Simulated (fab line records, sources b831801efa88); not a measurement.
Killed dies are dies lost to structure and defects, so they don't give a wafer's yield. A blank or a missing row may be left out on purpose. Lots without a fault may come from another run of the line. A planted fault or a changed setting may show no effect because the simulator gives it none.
A struck lot beside a sound one | flow gf180mcu | 20 steps out of a route of 602
Sound: wafers L844.1, L844.3, L844.6. Struck: wafers L838.3, L838.5, L838.6. The cause comes at the end.
At each step with rows: each side's tool, then ch and its chambers, then its first start. Under that, the readings that differ: sound wafers | struck wafers | difference of the means | sigmas: that difference in standard deviations of wafers without a fault.
alike: readings whose means differ by less than 2 such deviations, and words and numbers that are the same on both sides. not compared: withheld readings, readings that some wafer has no value for, bounds like >300 that may hide the same value, and numbers for which the record gives no deviation and whose values overlap.
The two part at a step that has a row with sigmas, a row that says differs or no value, or rows on one side only. Numbers that don't overlap but have no deviation are shown without sigmas and don't part them. A reading that every wafer of one side lacks parts them only if that side has two wafers or more.

first, 1 step without rows for these wafers: GF_NSD_IMPLANT_10.
GF_NSD_STRIP_11: strips in O2/N2.
  sound on plasma_asher-03 ch 0,1, day 17 14:53; struck on plasma_asher-03 ch 0,1, day 15 15:22
  alike: drypump_motor_current_A, heater_power_w, oes_product_au, platen_temp_c, strip_time_to_endpoint_s
  not compared: rf_hours_counter_h
GF_NSD_TW_MEAS_12:
  sound on film_metro-03, day 17 14:59; struck on film_metro-03, day 15 15:27
  alike: NSD_TW
then, 7 steps without rows for these wafers: GF_PSD_DEHYDRATE_00 (time 60 s); GF_PSD_HMDS_01 (prime time 60 s); GF_PSD_COAT_02 (resist thk 1000 nm); GF_PSD_SOFTBAKE_03 (time 60 s); GF_PSD_EXPOSE_04 (exposes mask Pplus, target cd 400 nm); GF_PSD_PEB_05; GF_PSD_DEVELOP_06 (develop time 61.15 s).
GF_PSD_CD_MEAS_07: target cd 400 nm.
  sound on cd_sem-02, day 18 14:30; struck on cd_sem-02, day 16 13:02
  alike: cd_nm
GF_PSD_OVL_MEAS_08:
  sound on overlay-02, day 18 14:37; struck on overlay-01, day 16 13:08
  alike: PSD_OVL
GF_PSD_IMPLANT_09:
  sound on implanter-02 ch 0, day 18 14:39; struck on implanter-01 ch 0, day 16 13:12
  reading       | sound                            | struck                           | difference  | sigmas
  dose_ions_cm2 | 1.4997e+15 1.5011e+15 1.4976e+15 | 1.5544e+15 1.5529e+15 1.5508e+15 | +5.3233e+13 | +35
  alike: beam_energy_keV
GF_PSD_STRIP_10: strips in O2/N2.
  sound on plasma_asher-03 ch 0, day 18 14:48; struck on plasma_asher-01 ch 0,1, day 16 13:20
  reading                      | sound             | struck            | difference | sigmas
  strip_time_to_endpoint_s (s) | 16.52 16.53 16.50 | 16.60 16.64 16.58 | +0.09      | +2
  alike: drypump_motor_current_A, heater_power_w, oes_product_au, platen_temp_c
  not compared: rf_hours_counter_h
GF_PSD_TW_MEAS_11:
  sound on film_metro-03, day 18 14:54; struck on film_metro-03, day 16 13:25
  reading | sound          | struck         | difference | sigmas
  PSD_TW  | 3141 3144 3141 | 3187 3191 3181 | +44        | +3
then, 1 step without rows for these wafers: GF_PSD_CLEAN_12 (cleans in SC1/SC2, time 150 s).
GF_PSD_RTA_13: time 20 s.
  sound on rtp_anneal-02 ch 0, day 18 15:01; struck on rtp_anneal-02 ch 0, day 16 13:33
  alike: lamp_power_pct, wafer_temp_C_max
GF_PSD_RS_MEAS_14: measures by four-point-probe.
  sound on film_metro-02, day 18 15:06; struck on film_metro-02, day 16 13:39
  alike: NSD_RS
GF_PSD_RS_MEAS_15: measures by four-point-probe.
  sound on film_metro-02, day 18 15:13; struck on film_metro-02, day 16 13:46
  reading         | sound                | struck               | difference | sigmas
  PSD_RS (ohm/sq) | 108.83 108.62 108.86 | 107.88 107.89 107.88 | -0.89      | -4
GF_SAB_CVD_00: deposits SiO2 from TEOS, target thk 50 nm, time 4.9302 s.
  sound on pecvd-04 ch 0,1, day 18 15:20; struck on pecvd-04 ch 1,2, day 16 13:51
  alike: heater_power_w

WHERE THEY PART
First at GF_PSD_IMPLANT_09; last, within this record, at GF_PSD_RS_MEAS_15. Later steps at which nothing parts them and some readings are alike: GF_SAB_CVD_00.

WHY: what the simulator had put in
Process parameter drift: implanter-01, from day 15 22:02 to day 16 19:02, at GF_PSD_IMPLANT_09. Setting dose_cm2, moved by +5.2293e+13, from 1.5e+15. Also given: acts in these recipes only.
